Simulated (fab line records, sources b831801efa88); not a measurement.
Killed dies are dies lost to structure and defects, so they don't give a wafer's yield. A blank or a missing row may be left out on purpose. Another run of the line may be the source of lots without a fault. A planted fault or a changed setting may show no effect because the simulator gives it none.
What tool caused it?	flow gf180mcu	36 wafers from 12 lots sampled at 5 of the route's 602 steps

== WHAT THE GAUGES READ, wafer by wafer ==
GF_M1_RS_MEAS_05: measurement is done with a four-point probe.
lot	measured	on	M1_ALCU_RS (ohm/sq)
L483	day 16 12:57	film-metro-04	0.0707 0.0705 0.0697
L484	day 16 22:14	film-metro-01	0.0692 0.0697 0.0695
L487	day 18 02:34	film-metro-02	0.0686 0.0684 0.0690
L488	day 18 11:08	film-metro-02	0.0692 0.0696 0.0698
L491	day 19 19:56	film-metro-04	0.0691 0.0698 0.0702
L492	day 19 22:34	film-metro-02	0.0693 0.0693 0.0686
L494	day 20 14:14	film-metro-02	0.0683 0.0684 0.0684
L495	day 21 01:32	film-metro-04	0.0700 0.0695 0.0694
L496	day 21 21:04	film-metro-04	0.0693 0.0693 0.0688
L497	day 22 01:04	film-metro-02	0.0691 0.0695 0.0701
L498	day 22 03:51	film-metro-04	0.0690 0.0708 0.0694
L499	day 22 09:18	film-metro-02	0.0704 0.0705 0.0700

GF_V1_THK_MEAS_01.
lot	measured	on	V1_CVD_00_THK (nm)
L483	day 17 13:10	film-metro-02	597 600 597
L484	day 17 21:39	film-metro-02	616 597 604
L487	day 19 04:10	film-metro-04	601 607 593
L488	day 19 12:04	film-metro-04	608 601 600
L491	day 20 20:46	film-metro-04	607 608 604
L492	day 20 23:35	film-metro-03	614 607 610
L494	day 21 15:06	film-metro-03	611 608 603
L495	day 22 02:06	film-metro-04	595 604 589
L496	day 22 20:36	film-metro-04	300 310 301
L497	day 23 01:20	film-metro-04	299 291 312
L498	day 23 03:29	film-metro-04	594 603 611
L499	day 23 09:14	film-metro-04	302 307 303

GF_V1_BOW_MEAS_05.
lot	measured	on	V1_BOW (um)
L483	day 17 13:39	film-metro-04	76 69 69
L484	day 17 22:08	film-metro-04	92 94 81
L487	day 19 04:40	film-metro-02	85 88 84
L488	day 19 12:35	film-metro-02	89 100 76
L491	day 20 21:18	film-metro-02	75 79 81
L492	day 21 00:05	film-metro-04	78 76 78
L494	day 21 15:35	film-metro-02	74 76 82
L495	day 22 02:37	film-metro-03	80 88 82
L496	day 22 21:07	film-metro-03	69 60 44
L497	day 23 01:50	film-metro-04	86 76 75
L498	day 23 03:58	film-metro-04	91 87 90
L499	day 23 09:44	film-metro-03	68 59 64

== TOOL THAT RAN EACH LOT (tool first, then ch and the chambers of the sampled wafers, then the start) ==
lot	GF_M1_STRIP_17	GF_V1_CVD_00
L483	plasma-asher-01 ch 0,1, day 17 12:31	hdpcvd-02 ch 1,2, day 17 13:04
L484	plasma-asher-04 ch 0,1, day 17 20:58	hdpcvd-02 ch 0,2, day 17 21:32
L487	plasma-asher-01 ch 0,1, day 19 03:32	hdpcvd-01 ch 0,2, day 19 04:05
L488	plasma-asher-01 ch 0,1, day 19 11:29	hdpcvd-01 ch 1,2, day 19 11:59
L491	plasma-asher-02 ch 0, day 20 20:07	hdpcvd-01 ch 1,2, day 20 20:41
L492	plasma-asher-02 ch 0,1, day 20 22:56	hdpcvd-01 ch 1,2, day 20 23:31
L494	plasma-asher-01 ch 0,1, day 21 14:29	hdpcvd-01 ch 1,2, day 21 15:02
L495	plasma-asher-04 ch 0,1, day 22 01:30	hdpcvd-01 ch 0,1, day 22 02:01
L496	plasma-asher-04 ch 0,1, day 22 20:00	hdpcvd-01 ch 0,1, day 22 20:31
L497	plasma-asher-04 ch 0,1, day 23 00:43	hdpcvd-01 ch 0,1,2, day 23 01:16
L498	plasma-asher-01 ch 0,1, day 23 02:53	hdpcvd-02 ch 0,1,2, day 23 03:25
L499	plasma-asher-02 ch 0,1, day 23 08:37	hdpcvd-01 ch 0,2, day 23 09:09
- GF_M1_STRIP_17: strips in O2/N2.
- GF_V1_CVD_00: deposits SiO2, target thk 600 nm, time 100 s.

== AS READ BY THE TOOLS THEMSELVES (means over the sampled wafers that have a number; for cases with no such wafer, the mark the record gives instead) ==
GF_M1_STRIP_17.
lot	tool	drypump-motor-current-A (A)	heater-power-w (W)	oes-product-au (a.u.)	strip-time-to-endpoint-s (s)
L483	plasma-asher-01	5.8	313	0.560	7.90
L484	plasma-asher-04	5.4	296	0.558	7.89
L487	plasma-asher-01	5.5	318	0.563	7.93
L488	plasma-asher-01	5.8	311	0.556	7.88
L491	plasma-asher-02	5.4	289	0.554	7.82
L492	plasma-asher-02	5.1	332	0.561	7.89
L494	plasma-asher-01	5.5	311	0.556	7.89
L495	plasma-asher-04	5.4	300	0.555	7.85
L496	plasma-asher-04	5.4	297	0.561	7.89
L497	plasma-asher-04	5.4	303	0.557	7.86
L498	plasma-asher-01	5.7	309	0.558	7.85
L499	plasma-asher-02	5.2	308	0.561	7.88

GF_V1_CVD_00.
lot	tool	sih4-flow-sccm (sccm)
L483	hdpcvd-02	59.90
L484	hdpcvd-02	60.04
L487	hdpcvd-01	59.86
L488	hdpcvd-01	59.92
L491	hdpcvd-01	59.87
L492	hdpcvd-01	60.07
L494	hdpcvd-01	59.93
L495	hdpcvd-01	60.15
L496	hdpcvd-01	30.16
L497	hdpcvd-01	30.11
L498	hdpcvd-02	60.03
L499	hdpcvd-01	30.01

== THE ANSWER, worked out from the rows above alone ==
Rule: the lots themselves supply what counts as usual. Put in order of their means at a reading, lots are off if they are a third of the lots or fewer, leave a main group of 4 or more, and stand apart from it by a gap of 3 or more times the standard deviation of the main group's means; of several such gaps the widest counts. If all means in a main group match to the digits the tables above print for the reading, that group is not used. A lot without any number at a reading at which 4 lots or more have one is off too. All remaining lots with rows at the step are treated as sound. The gauges are gone through in route order, then the tools' own readings, and for those a lot's mean is taken as printed above. The first step at which some lot is off is used, and at that step the reading that is off furthest; a lot without a number counts as furthest.
Off: L496, L497, L499, seen at GF_V1_THK_MEAS_01 (V1_CVD_00_THK). Mean 603 nm and standard deviation 4.4 in the main group.
If a tool, at a process step before that reading, ran all the lots that are off and no sound lot after the first of them, it fits. The gauges at GF_V1_THK_MEAS_01 aren't tried: what is off there is off at GF_V1_CVD_00 too, on other tools, and a gauge's error can't cause that. One fits: GF_V1_CVD_00 on hdpcvd-01. Its last sound lot is L495 (day 22 02:01), its first lot that is off L496 (day 22 20:31): a fault that began between those two fits.
The tool's own readings at GF_V1_CVD_00 bear it out: on the lots that are off they differ by more than 5 times the standard deviation of the sound lots' means. sih4-flow-sccm reads 30.09 sccm there against 59.97 sccm on the sound lots.

== WHAT THE SIMULATOR PUT IN ==
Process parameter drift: hdpcvd-01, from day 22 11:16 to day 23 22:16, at GF_V1_CVD_00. The setting sih4-flow-sccm was moved by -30, starting from 60. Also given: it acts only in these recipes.
Lots struck among those shown: L496, L497, L499. The rule above reached the same finding.
